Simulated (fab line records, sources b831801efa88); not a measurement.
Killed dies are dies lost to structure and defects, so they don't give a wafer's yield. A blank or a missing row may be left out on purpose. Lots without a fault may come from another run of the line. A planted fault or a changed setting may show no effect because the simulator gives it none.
Which tool did it? | flow sky130 | 6 lots, 18 wafers sampled, at 3 steps of a route of 708

WHAT THE GAUGES READ, wafer by wafer
SKY_POLY_GATE_THK_MEAS_01.
lot  | measured     | on            | POLY_GATE_CVD_00_THK (nm)
L247 | day 13 23:26 | film_metro-03 | 178.5 178.0 178.2
L249 | day 14 18:33 | film_metro-03 | 180.1 180.1 180.2
L252 | day 15 23:23 | film_metro-04 | 178.9 180.2 179.5
L255 | day 18 06:33 | film_metro-04 | 181.8 181.2 181.3
L257 | day 18 09:35 | film_metro-04 | 178.5 179.0 177.9
L265 | day 21 08:59 | film_metro-02 | 228.3 226.6 226.6

WHICH TOOL RAN EACH LOT (tool, then ch and the chambers of the sampled wafers, then the start)
lot  | SKY_VT_ADJUST_PCH_STRIP_09           | SKY_POLY_GATE_CVD_00
L247 | plasma_asher-04 ch 0,1, day 10 12:11 | lpcvd-01 ch 1, day 13 22:14
L249 | plasma_asher-04 ch 0,1, day 11 05:08 | lpcvd-01 ch 1, day 14 17:21
L252 | plasma_asher-02 ch 0,1, day 12 06:58 | lpcvd-01 ch 0, day 15 22:10
L255 | plasma_asher-02 ch 0,1, day 14 03:14 | lpcvd-01 ch 0, day 18 03:49
L257 | plasma_asher-02 ch 0,1, day 14 05:14 | lpcvd-01 ch 0, day 18 07:47
L265 | plasma_asher-01 ch 0,1, day 16 12:32 | lpcvd-01 ch 0, day 21 07:47
- SKY_VT_ADJUST_PCH_STRIP_09: strips in O2/N2.
- SKY_POLY_GATE_CVD_00: deposits poly-Si, target thk 180 nm, time 720 s.

THE ANSWER, worked out from the rows above alone
Rule: what is usual is taken from the lots themselves. Put in order of their means at a reading, lots are off if they are a third of the lots or fewer, leave a main group of 4 or more, and stand apart from it by a gap of 3 or more times the standard deviation of the main group's means; of several such gaps the widest counts. A main group whose means are all the same, to the digits that the tables above print for the reading, isn't used. A lot without any number at a reading at which 4 lots or more have one is off too. The other lots that the step has rows for count as sound.
Off: L265, at SKY_POLY_GATE_THK_MEAS_01 (POLY_GATE_CVD_00_THK). The main group: mean 179.6 nm, standard deviation 1.2.
A tool fits if, at a process step before that reading, it ran every lot that is off, and no sound lot after the first of them. The gauges at SKY_POLY_GATE_THK_MEAS_01 are tried like those tools. Can't be told from this: 3 tools fit, plasma_asher-01 at SKY_VT_ADJUST_PCH_STRIP_09, lpcvd-01 at SKY_POLY_GATE_CVD_00, film_metro-02 at SKY_POLY_GATE_THK_MEAS_01.

WHAT THE SIMULATOR HAD PUT IN
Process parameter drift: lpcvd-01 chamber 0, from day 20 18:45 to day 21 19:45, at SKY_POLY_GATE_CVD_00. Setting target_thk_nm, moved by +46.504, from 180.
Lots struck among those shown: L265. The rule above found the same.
